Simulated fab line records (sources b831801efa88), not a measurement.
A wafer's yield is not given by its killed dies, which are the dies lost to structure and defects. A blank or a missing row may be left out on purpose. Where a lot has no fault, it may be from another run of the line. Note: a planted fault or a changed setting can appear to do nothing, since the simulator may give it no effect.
Which of the tools did it? | flow gf180mcu | Sampling: 12 lots, 36 wafers, 3 of 602 route steps

WHAT THE GAUGES READ, wafer by wafer
GF_V1_THK_MEAS_25: measures by xrf.
lot  | measured     | on           | V1_W_THK (nm)
L075 | day 18 06:43 | filmMetro-02 | 332 337 331
L077 | day 19 09:50 | filmMetro-02 | 337 343 337
L079 | day 20 01:22 | filmMetro-02 | 342 340 337
L081 | day 20 21:14 | filmMetro-01 | 346 348 344
L083 | day 21 21:39 | filmMetro-04 | 346 341 352
L084 | day 22 13:20 | filmMetro-04 | 349 346 351
L087 | day 23 00:27 | filmMetro-04 | 343 353 344
L089 | day 24 04:31 | filmMetro-01 | 350 347 344
L091 | day 24 15:22 | filmMetro-04 | 350 356 354
L093 | day 25 04:49 | filmMetro-01 | 354 352 358
L095 | day 25 21:40 | filmMetro-02 | 346 341 352
L097 | day 26 04:52 | filmMetro-01 | 348 346 345

WHICH TOOL RAN EACH LOT (tool, then ch and the chambers of the sampled wafers, then the start)
lot  | GF_M1_SPUTTER_01            | GF_M1_SPUTTER_02
L075 | pvdSputter-01, day 16 06:03 | pvdSputter-01, day 16 06:05
L077 | pvdSputter-03, day 17 06:59 | pvdSputter-03, day 17 07:01
L079 | pvdSputter-04, day 17 22:38 | pvdSputter-04, day 17 22:40
L081 | pvdSputter-03, day 18 17:54 | pvdSputter-03, day 18 17:56
L083 | pvdSputter-01, day 19 19:25 | pvdSputter-01, day 19 19:26
L084 | pvdSputter-01, day 20 09:36 | pvdSputter-01, day 20 09:38
L087 | pvdSputter-01, day 20 23:33 | pvdSputter-01, day 20 23:35
L089 | pvdSputter-04, day 22 03:58 | pvdSputter-04, day 22 03:59
L091 | pvdSputter-04, day 22 14:22 | pvdSputter-04, day 22 14:24
L093 | pvdSputter-01, day 23 05:19 | pvdSputter-01, day 23 05:20
L095 | pvdSputter-04, day 23 23:24 | pvdSputter-04, day 23 23:26
L097 | pvdSputter-04, day 24 06:31 | pvdSputter-04, day 24 06:32
- GF_M1_SPUTTER_01: material TiN, target thk 30 nm, time 25 s.
- GF_M1_SPUTTER_02: material AlCu, target thk 450 nm, time 23.9 s.

THE ANSWER, worked out from the rows above alone
Rule: what is usual is taken from the lots themselves. Put in order of their means at a reading, lots are off if they are a third of the lots or fewer, leave a main group of 4 or more, and stand apart from it by a gap of 3 or more times the standard deviation of the main group's means; of several such gaps the widest counts. If all means in a main group match to the digits the tables above print for the reading, that group is not used. Also off: a lot with no number at a reading for which 4 or more lots have one. All remaining lots with rows at the step are treated as sound.
No lot is off on any of the readings shown, so nothing can be concluded from this.

WHAT THE SIMULATOR HAD PUT IN
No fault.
